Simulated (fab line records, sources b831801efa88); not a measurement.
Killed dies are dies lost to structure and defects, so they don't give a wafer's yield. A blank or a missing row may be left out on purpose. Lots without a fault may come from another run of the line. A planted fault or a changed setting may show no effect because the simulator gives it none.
Tool commonality check | flow gf180mcu | 13 lots, 39 wafers sampled

WHY IT WAS OPENED
At GF_POLY_GATE_THK_MEAS_17 the reading POLY_GATE_OXIDATION_THK is flagged on 2 of 13 lots. Wafers without a fault read 4.00 nm, standard deviation 0.075.
Rule: a lot is flagged when every wafer of it that has a number lies more than 4 standard deviations from that mean, or none has a number. The other lots count as sound.

lot  | measured     | on            | POLY_GATE_OXIDATION_THK (nm), wafer by wafer | flag
L198 | day 9 10:10  | film_metro-02 | 4.00 3.92 3.94                               |
L199 | day 9 13:16  | film_metro-03 | 4.08 4.00 3.92                               |
L200 | day 9 22:13  | film_metro-02 | 2.64 2.62 2.53                               | FLAGGED
L201 | day 10 03:47 | film_metro-03 | 4.06 3.93 4.00                               |
L205 | day 11 12:07 | film_metro-02 | 2.49 2.46 2.44                               | FLAGGED
L213 | day 14 02:38 | film_metro-04 | 3.90 3.94 3.85                               |
L214 | day 14 09:23 | film_metro-02 | 3.97 3.85 3.87                               |
L215 | day 14 14:55 | film_metro-04 | 3.95 4.00 3.91                               |
L216 | day 14 23:14 | film_metro-04 | 4.08 4.14 4.05                               |
L218 | day 15 07:17 | film_metro-03 | 3.92 4.02 3.94                               |
L217 | day 15 08:31 | film_metro-02 | 4.04 4.04 4.00                               |
L220 | day 16 00:38 | film_metro-02 | 3.91 4.00 4.01                               |
L221 | day 16 08:22 | film_metro-04 | 4.02 3.99 4.01                               |
The numbers of the flagged lots are 2.53 nm on average: -1.47 nm against the usual, or -20 standard deviations.

WHICH TOOL RAN EACH LOT
The record holds 1 process step before the reading, out of a route of 602 steps. In each cell: the tool, then ch and the chambers that the sampled wafers went through, then the start.
lot  | flag    | GF_POLY_GATE_OXIDATION_16
L198 |         | furnace-02 ch 0, day 9 08:55
L199 |         | furnace-02 ch 0, day 9 12:00
L200 | FLAGGED | furnace-02 ch 0, day 9 20:58
L201 |         | furnace-01 ch 0, day 10 02:31
L205 | FLAGGED | furnace-02 ch 0, day 11 10:50
L213 |         | furnace-02 ch 0, day 14 01:23
L214 |         | furnace-02 ch 0, day 14 08:07
L215 |         | furnace-02 ch 0, day 14 13:38
L216 |         | furnace-01 ch 0, day 14 21:58
L218 |         | furnace-02 ch 0, day 15 06:01
L217 |         | furnace-02 ch 0, day 15 07:16
L220 |         | furnace-02 ch 0, day 15 23:23
L221 |         | furnace-01 ch 0, day 16 07:07
What these steps do:
- GF_POLY_GATE_OXIDATION_16: stabilise 600 s, purge 300 s, target thk 4 nm.
- GF_POLY_GATE_THK_MEAS_17

FLAGGED OVER TOTAL, TOOL BY TOOL (the gauges that took the reading come last)
step                      | tool          | lots run | flagged | share of the flagged lots | sound lots run after its first flagged lot
GF_POLY_GATE_OXIDATION_16 | furnace-01    | 3        | 0       | none                      | -
GF_POLY_GATE_OXIDATION_16 | furnace-02    | 10       | 2       | all                       | 6 (L213,L214,L215,L218,L217,L220)
GF_POLY_GATE_THK_MEAS_17  | film_metro-02 | 6        | 2       | all                       | 3 (L214,L217,L220)
GF_POLY_GATE_THK_MEAS_17  | film_metro-03 | 3        | 0       | none                      | -
GF_POLY_GATE_THK_MEAS_17  | film_metro-04 | 4        | 0       | none                      | -

WHAT THE TABLE ALLOWS
2 rows of the table ran every flagged lot: furnace-02 at GF_POLY_GATE_OXIDATION_16, film_metro-02 at GF_POLY_GATE_THK_MEAS_17.
- furnace-02 at GF_POLY_GATE_OXIDATION_16: 2 of its 10 lots flagged. Sound lots ran on it after the first flagged one (L213, L214, L215, L218, L217, L220), which a lasting fault on the whole tool wouldn't allow. Its own readings lie more than 4 standard deviations out on every wafer of the flagged lots: spike_tc_bottom_C, spike_tc_centre_C, spike_tc_lower_C, spike_tc_top_C, spike_tc_upper_C.
- film_metro-02 at GF_POLY_GATE_THK_MEAS_17: 2 of its 6 lots flagged. Sound lots ran on it after the first flagged one (L214, L217, L220), which a lasting fault on the whole tool wouldn't allow.
No row of the table ran every flagged lot and no sound lot after the first.

WHAT THE SIMULATOR HAD PUT IN
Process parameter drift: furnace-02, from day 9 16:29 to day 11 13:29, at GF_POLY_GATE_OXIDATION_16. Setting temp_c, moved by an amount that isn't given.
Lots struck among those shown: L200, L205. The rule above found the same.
